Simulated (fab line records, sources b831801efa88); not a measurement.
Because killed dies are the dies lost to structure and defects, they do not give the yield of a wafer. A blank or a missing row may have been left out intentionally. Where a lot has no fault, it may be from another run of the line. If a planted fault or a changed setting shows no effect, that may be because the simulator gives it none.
fab line records ; flow gf180mcu
record lots=7; wafers=21; last-day=35
route steps=602 shown NWELL@48 LVPWELL@54
lots that met no fault: from a run of the same line without faults
start-h: the number of hours between the record's first day and the start of the first shown wafer of the lot ; wait-h: hours since the lot's step before ; " as in the row above ; L1.1+2: several wafers, shown together as one row ; - no value, or no start was given ; * or withheld: withheld ; < > ~ a bound
route shown NAME@n: a module of which the file shows steps, and the number in the route of the first ; usual: mean/standard deviation taken from wafers without a fault ; same: alike in all rows ; chamber/n: place in a boat ; sites: the reading at each site ; _std_site: how widely they spread, as a standard deviation ; _edge_site: mean of outer sites minus mean of inner sites ; radius-mm: for every site, how far away it sits from the centre of the wafer ; mask NAME#n: copy n ; behind: the most recent tool/chamber to have shaped the wafer ; hold: what put the lot on hold/how long, in hours/how the hold closed ; device: which transistor (n, p or np) failed to switch ; end of line: the same wafers' tests at the end of the route ; a step with no rows: only its recipe ; killed: dies that structure and defects cost at the first sort, which is not the same as the wafer's yield ; map: dies across one wafer; x = killed, . = not, _ = none there
set.NAME: setting as actually run; set.NAME@STEP: the setting as run at that earlier step ; model.NAME: the simulator's own value behind a step, which no gauge read
lots at some steps of the route; a table a step, a row a wafer
services: the hour from which a tool's chamber was out of use, counted from the record's first day as start-h (under 0 if before that day), plus the number of hours and why
## steps
# step GF_NWELL_DEVELOP_06
# recipe wall-angle-deg=90; develop-time-s=60; dev-temp-c=23
# step GF_NWELL_OVL_MEAS_07
# usual NWELL_OVL=-0.3/1.3
lot.wafer;tool;chamber;start-h;wait-h;NWELL_OVL[nm]
L169.2;overlay-01;-;55.76;-;-0.6
L169.5;overlay-01;-;55.76;-;-0.6
L169.6;overlay-01;-;55.76;-;1.3
L172.1;overlay-02;-;72.45;-;-0.2
L172.4;overlay-02;-;72.45;-;-1.0
L172.5;overlay-02;-;72.45;-;-1.7
L178.1;overlay-01;-;106.50;-;-0.8
L178.2;overlay-01;-;106.50;-;-1.2
L178.5;overlay-01;-;106.50;-;-0.4
L186.1;overlay-01;-;147.10;-;-2.7
L186.4;overlay-01;-;147.10;-;-0.5
L186.6;overlay-01;-;147.10;-;-0.7
L187.3;overlay-02;-;156.56;-;0.0
L187.5;overlay-02;-;156.56;-;-0.1
L187.6;overlay-02;-;156.56;-;1.4
L188.3;overlay-01;-;163.66;-;-1.6
L188.4;overlay-01;-;163.66;-;-2.5
L188.6;overlay-01;-;163.66;-;0.3
L192.1;overlay-02;-;183.60;-;-0.8
L192.2;overlay-02;-;183.60;-;0.6
L192.4;overlay-02;-;183.60;-;0.9
# step GF_NWELL_IMPLANT_08
# recipe species=P; energy-kev=450; dose-cm2=1.5e+13; tilt-deg=0
# step GF_NWELL_IMPLANT_09
# recipe species=P; energy-kev=160; dose-cm2=4e+12; tilt-deg=0
# step GF_NWELL_STRIP_10
# recipe chemistry=O2/N2; power-w=1400; pressure-mtorr=1500; platen-temp-c=250; o2-flow-sccm=3000; n2-flow-sccm=300; overash-fraction=0.5
# usual drypump-motor-current-A=5.4/0.49; heater-power-w=322/28; oes-product-au=0.722/0.004; strip-time-to-endpoint-s=36.98/0.1
lot.wafer;tool;chamber;start-h;wait-h;drypump-motor-current-A;heater-power-w;oes-product-au;rf-hours-counter-h;strip-time-to-endpoint-s
L169.2;plasma-asher-03;0;56.09;0.1;5.2;316;0.723;42;37.02
L169.5;plasma-asher-03;0;56.09;0.1;5.2;323;0.725;-;36.99
L169.6;plasma-asher-03;1;56.09;0.1;5.6;293;0.721;-;36.95
L172.1;plasma-asher-02;1;72.78;0.1;5.4;365;0.719;42;37.03
L172.4;plasma-asher-02;0;72.78;0.1;4.7;287;0.719;-;36.98
L172.5;plasma-asher-02;1;72.78;0.1;5.5;366;0.720;-;36.97
L178.1;plasma-asher-01;1;106.83;0.1;6.0;312;0.721;27;37.12
L178.2;plasma-asher-01;0;106.83;0.1;6.3;345;0.722;27;37.00
L178.5;plasma-asher-01;1;106.83;0.1;6.0;317;0.716;-;37.12
L186.1;plasma-asher-03;0;147.43;0.1;5.2;321;0.717;2;36.83
L186.4;plasma-asher-03;0;147.43;0.1;5.1;325;0.719;-;36.83
L186.6;plasma-asher-03;1;147.43;0.1;5.6;296;0.721;-;36.86
L187.3;plasma-asher-02;1;156.92;0.1;5.5;368;0.729;-;37.02
L187.5;plasma-asher-02;0;156.92;0.1;4.7;288;0.721;-;37.09
L187.6;plasma-asher-02;1;156.92;0.1;5.5;372;0.724;-;37.10
L188.3;plasma-asher-02;0;164.02;0.1;4.7;288;0.722;-;37.16
L188.4;plasma-asher-02;1;164.02;0.1;5.4;375;0.720;-;37.10
L188.6;plasma-asher-02;0;164.02;0.1;4.7;294;0.715;-;37.06
L192.1;plasma-asher-03;0;183.93;0.1;5.1;334;0.725;6;37.14
L192.2;plasma-asher-03;1;183.93;0.1;5.6;295;0.729;6;37.24
L192.4;plasma-asher-03;0;183.93;0.1;5.2;324;0.724;-;37.24
# step GF_NWELL_TW_MEAS_11
# usual NWELL_TW=1570/18
lot.wafer;tool;chamber;start-h;wait-h;NWELL_TW
L169.2;film-metro-02;-;56.20;0.1;1576
L169.5;film-metro-02;-;56.20;0.1;1579
L169.6;film-metro-02;-;56.20;0.1;1574
L172.1;film-metro-01;-;72.88;0.1;1584
L172.4;film-metro-01;-;72.88;0.1;1588
L172.5;film-metro-01;-;72.88;0.1;1583
L178.1;film-metro-01;-;106.93;0.1;1587
L178.2;film-metro-01;-;106.93;0.1;1584
L178.5;film-metro-01;-;106.93;0.1;1592
L186.1;film-metro-04;-;147.53;0.1;1552
L186.4;film-metro-04;-;147.53;0.1;1558
L186.6;film-metro-04;-;147.53;0.1;1558
L187.3;film-metro-02;-;157.00;0.1;1585
L187.5;film-metro-02;-;157.00;0.1;1582
L187.6;film-metro-02;-;157.00;0.1;1577
L188.3;film-metro-01;-;164.10;0.1;1593
L188.4;film-metro-01;-;164.10;0.1;1592
L188.6;film-metro-01;-;164.10;0.1;1589
L192.1;film-metro-01;-;184.03;0.1;1576
L192.2;film-metro-01;-;184.03;0.1;1583
L192.4;film-metro-01;-;184.03;0.1;1589
# step GF_LVPWELL_DEHYDRATE_00
# recipe temp-c=200; time-s=60
# step GF_LVPWELL_HMDS_01
# recipe prime-time-s=60; prime-temp-c=120
# step GF_LVPWELL_COAT_02
# recipe spin-rpm=2000; resist-thk-nm=3000
# step GF_LVPWELL_SOFTBAKE_03
# recipe temp-c=110; time-s=withheld
# step GF_LVPWELL_EXPOSE_04
# recipe mask-id=LVPWELL; target-cd-nm=600; na=0.6; source-shape=conventional; sigma-outer=0.6; dose-mj=260
# step GF_LVPWELL_PEB_05
# recipe temp-c=115; time-s=withheld
# step GF_LVPWELL_DEVELOP_06
# recipe wall-angle-deg=90; develop-time-s=60; dev-temp-c=23
# usual chill-plate-temp-C=23.02/0.11; develop-time-s=60/0; resist-line-temp-C=23.00/0.1
lot.wafer;tool;chamber;start-h;wait-h;chill-plate-temp-C;develop-time-s;resist-line-temp-C
L169.2;litho-track-01;0;69;-;22.87;60;22.99
L169.5;litho-track-01;0;69;-;23.06;60;22.79
L169.6;litho-track-01;0;69;-;22.83;60;23.00
L172.1;litho-track-04;0;86;-;23.18;60;22.98
L172.4;litho-track-04;0;86;-;23.03;60;23.02
L172.5;litho-track-04;0;86;-;22.96;60;22.92
L178.1;litho-track-04;0;121;-;22.95;60;22.96
L178.2;litho-track-04;0;121;-;22.84;60;23.03
L178.5;litho-track-04;0;121;-;22.95;60;23.03
L186.1;litho-track-04;-;163;-;-;-;-
L186.4;litho-track-04;-;163;-;-;-;-
L186.6;litho-track-04;-;163;-;-;-;-
L187.3;litho-track-01;-;172;-;-;-;-
L187.5;litho-track-01;-;173;-;-;-;-
L187.6;litho-track-01;-;173;-;-;-;-
L188.3;litho-track-02;-;180;-;-;-;-
L188.4;litho-track-02;-;180;-;-;-;-
L188.6;litho-track-02;-;180;-;-;-;-
L192.1;litho-track-02;0;200;-;23.04;60;22.99
L192.2;litho-track-02;0;200;-;22.76;60;23.05
L192.4;litho-track-02;0;200;-;22.82;60;23.00
# step GF_LVPWELL_OVL_MEAS_07
# usual LVPWELL_OVL=0.7/1.2
lot.wafer;tool;chamber;start-h;wait-h;LVPWELL_OVL[nm]
L169.2;overlay-02;-;69.67;-;1.2
L169.5;overlay-02;-;69.67;-;2.7
L169.6;overlay-02;-;69.67;-;0.4
L172.1;overlay-02;-;86.92;-;0.1
L172.4;overlay-02;-;86.92;-;-1.1
L172.5;overlay-02;-;86.92;-;-0.6
L178.1;overlay-01;-;121.62;-;1.7
L178.2;overlay-01;-;121.62;-;2.1
L178.5;overlay-01;-;121.62;-;4.3
L186.1;overlay-02;-;163.36;-;-
L186.4;overlay-02;-;163.36;-;-
L186.6;overlay-02;-;163.36;-;-
L187.3;overlay-01;-;173.08;-;-
L187.5;overlay-01;-;173.08;-;-
L187.6;overlay-01;-;173.08;-;-
L188.3;overlay-02;-;180.71;-;-
L188.4;overlay-02;-;180.71;-;-
L188.6;overlay-02;-;180.71;-;-
L192.1;overlay-01;-;200.35;-;-0.9
L192.2;overlay-01;-;200.35;-;1.0
L192.4;overlay-01;-;200.35;-;1.1
## services
tool;chamber;start-h;hours;kind
litho-track-01;-;33.86;-;consumable-replace:filter
plasma-asher-01;-;43.17;3.2;repair
plasma-asher-01;-;57.77;28.1;pm
plasma-asher-03;-;108.75;9.0;pm
plasma-asher-03;0;108.75;9.0;vent-cycle
plasma-asher-03;1;108.75;9.0;vent-cycle
plasma-asher-03;0;117.75;-;clean
plasma-asher-03;1;117.75;-;clean
plasma-asher-03;-;120.32;7.0;pm
## key
first-sign step=GF_LVPWELL_DEVELOP_06; reading=tool-record; direction=missing
effect none on later readings
met-at GF_LVPWELL_DEVELOP_06
struck-wafers L186.1,L186.4,L186.6,L187.3,L187.5,L187.6,L188.3,L188.4,L188.6
sort-left-out L186.1,L186.4,L186.6,L187.3,L187.5,L187.6,L188.3,L188.4,L188.6
tester-left-out L186,L187,L188
onset-between 121 163
fault kind=skipped-step-whole; tool=litho-track-01,litho-track-02,litho-track-04; chamber=-; onset-h=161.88; steps=GF_LVPWELL_DEVELOP_06; scope=struck-lots-only
# tester-left-out: of these lots the tester's yield and bins aren't shown, on N5 and GAA mostly nor the transistor test; their killed dies are dies lost to structure and defects alone, not to doping, threshold or leakage, so they don't give the yield
# sort-left-out: the simulated sort isn't trusted on such a fault, so these wafers' sort isn't shown, and their yield isn't known
